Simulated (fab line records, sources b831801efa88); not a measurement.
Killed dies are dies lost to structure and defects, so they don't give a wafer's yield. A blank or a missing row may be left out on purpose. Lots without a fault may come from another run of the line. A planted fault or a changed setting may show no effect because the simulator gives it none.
fab line records | flow gf180mcu
record lots=13 wafers=39 last_day=34
route steps=602 shown PSD@261 NSD@262 M2@377 M3@424 V3@454
lots that met no fault: from a run of the same line without faults
start_h: hours from the record's first day to the start of the lot's first wafer shown | wait_h: hours since the lot's step before | " the same as in the row above | L1.1+2: a row that stands for several wafers | - no value, or no start given | * or withheld: withheld | < > ~ a bound
route shown NAME@n: a module of which the file shows steps, and the number in the route of the first | usual: mean/standard deviation of fault-free wafers | same: alike in all rows | chamber/n: place in a boat | sites: the reading at each site | _std_site: their standard deviation | _edge_site: outer sites' mean less inner sites' | radius_mm: how far each site lies from the wafer's centre | mask NAME#n: copy n | behind: the tool/chamber that last shaped the wafer | hold: why the lot was held/for how many hours/how that ended | device: the transistor (n, p or np) that didn't switch | end of line: the same wafers' tests at the end of the route | a step without rows: its recipe alone | killed: dies lost to structure and defects at the first sort, not the wafer's yield | map: a wafer's dies, x killed, . not, _ none there
set.NAME: the setting as run; set.NAME@STEP: as run at that earlier step | model.NAME: the simulator's own value behind a step, which no gauge read
steps of the route over a sample of lots; a table a step, a row a wafer
## steps
# step GF_PSD_RTA_13
# recipe temp_c=1025 time_s=20 ambient=N2
# usual chamber_o2_ppm=1.999/0.019 lamp_power_pct=31.3/1.2 wafer_temp_C_max=1029.7/0.99
# columns lot.wafer tool chamber start_h wait_h chamber_o2_ppm lamp_power_pct wafer_temp_C_max
L228.2 rtp_anneal-01 0 315.70 0.0 1.979 29.9 1029.3
L228.3 " 0 " " 1.980 29.9 1031.0
L228.6 " 0 " " 2.002 29.9 1030.7
L229.1 rtp_anneal-02 0 324.39 0.0 2.041 32.4 1028.5
L229.2 " 0 " " 2.014 32.4 1030.1
L229.3 " 0 " " 1.983 32.4 1028.6
L230.2 rtp_anneal-01 0 336.18 0.0 1.990 30.0 1028.7
L230.3 " 0 " " 2.008 29.9 1030.7
L230.6 " 0 " " 1.991 29.9 1028.2
L231.4 rtp_anneal-01 0 342.56 0.0 2.005 29.9 1029.4
L231.5 " 0 " " 2.004 29.9 1029.7
L231.6 " 0 " " 1.988 30.0 1031.6
L234.2 rtp_anneal-01 0 369.63 0.0 2.031 29.9 1030.5
L234.4 " 0 " " 2.015 29.9 1029.9
L234.5 " 0 " " 1.998 29.9 1029.9
L235.1 rtp_anneal-02 0 376.15 0.0 1.954 32.4 1028.8
L235.2 " 0 " " 1.986 32.4 1028.9
L235.6 " 0 " " 1.979 32.4 1029.3
L236.2 rtp_anneal-01 0 386.00 0.0 2.004 30.0 1028.4
L236.4 " 0 " " 1.979 29.9 1029.1
L236.6 " 0 " " 1.997 29.9 1030.9
L237.3 rtp_anneal-01 0 392.91 0.0 2.018 29.9 1028.9
L237.4 " 0 " " 2.036 30.0 1029.5
L237.6 " 0 " " 1.999 29.9 1029.7
L238.2 rtp_anneal-02 0 403.15 0.0 1.970 32.4 1030.1
L238.4 " 0 " " 2.036 32.4 1029.8
L238.6 " 0 " " 2.009 32.4 1032.1
L239.1 rtp_anneal-02 0 409.60 0.0 2.012 32.3 1028.4
L239.3 " 0 " " 2.009 32.4 1028.9
L239.6 " 0 " " 2.034 32.4 1030.1
L245.1 rtp_anneal-02 0 462.02 0.0 1.984 31.0 1013.1
L245.2 " 0 " " 1.983 31.0 1011.5
L245.3 " 0 " " 1.944 31.1 1013.4
L248.2 rtp_anneal-02 0 491.63 0.0 1.995 31.0 1014.5
L248.4 " 0 " " 2.001 31.0 1016.2
L248.5 " 0 " " 1.993 31.0 1012.4
L251.1 rtp_anneal-01 0 514.65 0.0 1.994 29.9 1029.0
L251.3 " 0 " " 2.026 29.9 1029.0
L251.4 " 0 " " 2.006 29.9 1028.9
# step GF_PSD_RS_MEAS_14
# recipe thk_meas_gauge=four-point-probe
# usual NSD_RS=46.15/0.085
# columns lot.wafer tool chamber start_h wait_h hold NSD_RS[ohm/sq]
L228.2 film_metro-04 - 315.79 0.1 - 46.22
L228.3 " - " " - 45.92
L228.6 " - " " - 46.16
L229.1 film_metro-04 - 324.47 0.1 - 46.10
L229.2 " - " " - 46.04
L229.3 " - " " - 45.99
L230.2 film_metro-04 - 336.27 0.1 - 46.07
L230.3 " - " " - 46.08
L230.6 " - " " - 46.11
L231.4 film_metro-04 - 342.66 0.1 - 46.02
L231.5 " - " " - 46.13
L231.6 " - " " - 46.19
L234.2 film_metro-04 - 369.72 0.1 - 46.14
L234.4 " - " " - 46.24
L234.5 " - " " - 46.08
L235.1 film_metro-03 - 376.24 0.1 - 46.04
L235.2 " - " " - 46.00
L235.6 " - " " - 46.06
L236.2 film_metro-04 - 386.09 0.1 - 46.14
L236.4 " - " " - 46.14
L236.6 " - " " - 46.16
L237.3 film_metro-02 - 393.01 0.1 - 46.13
L237.4 " - " " - 46.22
L237.6 " - " " - 46.13
L238.2 film_metro-04 - 403.24 0.1 - 46.22
L238.4 " - " " - 46.13
L238.6 " - " " - 46.18
L239.1 film_metro-02 - 409.69 0.1 - 46.18
L239.3 " - " " - 46.14
L239.6 " - " " - 46.09
L245.1 film_metro-03 - 462.10 0.1 await_dispo/0.2h/release 48.21
L245.2 " - " " await_dispo/0.2h/release 48.40
L245.3 " - " " await_dispo/0.2h/release 48.34
L245.1 film_metro-03 - 462.51 0.4 - 48.24
L245.2 " - " " - 48.34
L245.3 " - " " - 48.32
L248.2 film_metro-04 - 491.72 0.1 await_dispo/0.2h/release 48.27
L248.4 " - " " await_dispo/0.2h/release 48.26
L248.5 " - " " await_dispo/0.2h/release 48.42
L248.2 film_metro-04 - 492.00 0.3 - 48.25
L248.4 " - " " - 48.27
L248.5 " - " " - 48.25
L251.1 film_metro-03 - 514.73 0.1 - 46.01
L251.3 " - " " - 46.03
L251.4 " - " " - 46.00
# step GF_PSD_RS_MEAS_15
# recipe thk_meas_gauge=four-point-probe
# usual PSD_RS=108.61/0.29
# columns lot.wafer tool chamber start_h wait_h hold PSD_RS[ohm/sq]
L228.2 film_metro-04 - 315.91 0.1 - 108.26
L228.3 " - " " - 108.37
L228.6 " - " " - 108.56
L229.1 film_metro-04 - 324.59 0.1 - 108.37
L229.2 " - " " - 108.25
L229.3 " - " " - 108.40
L230.2 film_metro-04 - 336.39 0.1 - 108.76
L230.3 " - " " - 108.48
L230.6 " - " " - 108.15
L231.4 film_metro-04 - 342.78 0.1 - 108.61
L231.5 " - " " - 108.69
L231.6 " - " " - 108.43
L234.2 film_metro-04 - 369.84 0.1 - 109.07
L234.4 " - " " - 108.63
L234.5 " - " " - 108.51
L235.1 film_metro-03 - 376.36 0.1 - 108.46
L235.2 " - " " - 108.14
L235.6 " - " " - 108.08
L236.2 film_metro-04 - 386.21 0.1 - 108.16
L236.4 " - " " - 108.35
L236.6 " - " " - 107.99
L237.3 film_metro-02 - 393.13 0.1 - 108.62
L237.4 " - " " - 108.67
L237.6 " - " " - 108.20
L238.2 film_metro-04 - 403.36 0.1 - 108.41
L238.4 " - " " - 108.59
L238.6 " - " " - 108.77
L239.1 film_metro-02 - 409.81 0.1 - 108.80
L239.3 " - " " - 108.65
L239.6 " - " " - 108.37
L245.1 film_metro-03 - 468.07 5.5 await_dispo/0.2h/release 119.47
L245.2 " - " " await_dispo/0.2h/release 119.72
L245.3 " - " " await_dispo/0.2h/release 119.64
L245.1 film_metro-03 - 468.35 0.3 - 119.92
L245.2 " - " " - 119.92
L245.3 " - " " - 119.75
L248.2 film_metro-04 - 497.68 5.7 await_dispo/0.2h/release 119.27
L248.4 " - " " await_dispo/0.2h/release 119.35
L248.5 " - " " await_dispo/0.2h/release 119.11
L248.2 film_metro-04 - 497.97 0.3 - 118.88
L248.4 " - " " - 118.93
L248.5 " - " " - 119.06
L251.1 film_metro-03 - 514.85 0.1 - 108.43
L251.3 " - " " - 108.18
L251.4 " - " " - 108.17
# step GF_M2_OVL_MEAS_15
# usual M2_OVL=4/5.8
# columns lot.wafer tool chamber start_h wait_h M2_OVL[nm]
L228.2 overlay-01 - 435.06 0.1 0
L228.3 " - " " 9
L228.6 " - " " 2
L229.1 overlay-01 - 442.51 0.1 4
L229.2 " - " " -5
L229.3 " - " " 15
L230.2 overlay-02 - 456.92 0.1 1
L230.3 " - " " -1
L230.6 " - " " 8
L231.4 overlay-02 - 465.10 0.1 11
L231.5 " - " " 15
L231.6 " - " " 3
L234.2 overlay-01 - 497.89 0.1 -2
L234.4 " - " " -2
L234.5 " - " " 9
L235.1 overlay-02 - 500.86 0.1 7
L235.2 " - " " -6
L235.6 " - " " -1
L236.2 overlay-01 - 512.12 0.1 10
L236.4 " - " " 6
L236.6 " - " " 7
L237.3 overlay-02 - 516.85 0.1 -5
L237.4 " - " " 10
L237.6 " - " " 4
L238.2 overlay-01 - 528.79 0.1 9
L238.4 " - " " 15
L238.6 " - " " 12
L239.1 overlay-01 - 533.91 0.1 7
L239.3 " - " " -3
L239.6 " - " " 10
L245.1 overlay-02 - 583.28 0.1 3
L245.2 " - " " 1
L245.3 " - " " 4
L248.2 overlay-02 - 610.17 0.1 -7
L248.4 " - " " 2
L248.5 " - " " 0
L251.1 overlay-02 - 628.61 0.1 -1
L251.3 " - " " -6
L251.4 " - " " 7
# step GF_M3_OVL_MEAS_15
# usual M3_OVL=-2/5.3
# columns lot.wafer tool chamber start_h wait_h M3_OVL[nm]
L228.2 overlay-01 - 486.32 0.1 7
L228.3 " - " " 6
L228.6 " - " " 7
L229.1 overlay-01 - 493.47 0.1 -1
L229.2 " - " " 2
L229.3 " - " " 1
L230.2 overlay-02 - 507.81 0.1 7
L230.3 " - " " -2
L230.6 " - " " -7
L231.4 overlay-01 - 515.24 0.1 -5
L231.5 " - " " -9
L231.6 " - " " -4
L234.2 overlay-02 - 546.61 0.1 2
L234.4 " - " " 1
L234.5 " - " " 2
L235.1 overlay-01 - 550.26 0.1 0
L235.2 " - " " 2
L235.6 " - " " -3
L236.2 overlay-02 - 561.21 0.1 6
L236.4 " - " " -4
L236.6 " - " " 0
L237.3 overlay-02 - 565.03 0.1 -4
L237.4 " - " " 4
L237.6 " - " " -3
L238.2 overlay-01 - 575.76 0.1 -4
L238.4 " - " " -9
L238.6 " - " " -5
L239.1 overlay-02 - 581.51 0.1 -12
L239.3 " - " " -6
L239.6 " - " " -11
L245.1 overlay-01 - 628.42 0.1 -8
L245.2 " - " " -6
L245.3 " - " " -12
L248.2 overlay-02 - 653.92 0.1 -9
L248.4 " - " " -6
L248.5 " - " " 1
L251.1 overlay-01 - 671.46 0.1 5
L251.3 " - " " 8
L251.4 " - " " 5
# step GF_V3_THK_MEAS_25
# recipe thk_meas_gauge=xrf reads=W_of_V3_CVD_23
# usual V3_W_THK=347/5.8
# columns lot.wafer tool chamber start_h wait_h V3_W_THK[nm]
L228.2 film_metro-03 - 513.28 0.1 342
L228.3 " - " " 343
L228.6 " - " " 343
L229.1 film_metro-01 - 519.33 0.1 344
L229.2 " - " " 340
L229.3 " - " " 340
L230.2 film_metro-03 - 533.12 0.1 334
L230.3 " - " " 352
L230.6 " - " " 339
L231.4 film_metro-01 - 540.42 0.1 346
L231.5 " - " " 338
L231.6 " - " " 344
L234.2 film_metro-03 - 572.51 0.1 343
L234.4 " - " " 341
L234.5 " - " " 344
L235.1 film_metro-02 - 574.34 0.1 353
L235.2 " - " " 348
L235.6 " - " " 346
L236.2 film_metro-01 - 585.06 0.1 330
L236.4 " - " " 337
L236.6 " - " " 342
L237.3 film_metro-01 - 589.09 0.1 354
L237.4 " - " " 344
L237.6 " - " " 354
L238.2 film_metro-01 - 599.79 0.1 343
L238.4 " - " " 354
L238.6 " - " " 343
L239.1 film_metro-02 - 604.49 0.1 349
L239.3 " - " " 354
L239.6 " - " " 344
L245.1 film_metro-03 - 651.20 0.1 344
L245.2 " - " " 347
L245.3 " - " " 348
L248.2 film_metro-02 - 676.02 0.1 353
L248.4 " - " " 355
L248.5 " - " " 345
L251.1 film_metro-02 - 692.22 0.1 351
L251.3 " - " " 357
L251.4 " - " " 347
## key
first_sign step=GF_PSD_RTA_13 reading=wafer_temp_C_max direction=down sigmas=16 usual=* struck=*
effect step=GF_PSD_RS_MEAS_14 reading=visit direction=added
effect step=GF_PSD_RS_MEAS_14 reading=NSD_RS direction=up sigmas=26 usual=46.15 struck=48.32
effect step=GF_PSD_RS_MEAS_15 reading=visit direction=added
effect step=GF_PSD_RS_MEAS_15 reading=PSD_RS direction=up sigmas=37 usual=108.61 struck=119.43
met_at GF_PSD_RTA_13
struck_lots L245,L248
tester_left_out L245,L248
not_acting_at GF_M2_OVL_MEAS_15,GF_M3_OVL_MEAS_15,GF_V3_THK_MEAS_25
onset_between 409.60 462.02
fault kind=process_parameter_drift tool=rtp_anneal-02 chamber=- onset_h=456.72 steps=GF_PSD_RTA_13 channel=temp_c offset=* shape=step end_h=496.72 acts_in=* stated=*
# tester_left_out: of these lots the tester's yield and bins aren't shown, on N5 and GAA mostly nor the transistor test; their killed dies are dies lost to structure and defects alone, not to doping, threshold or leakage, so they don't give the yield
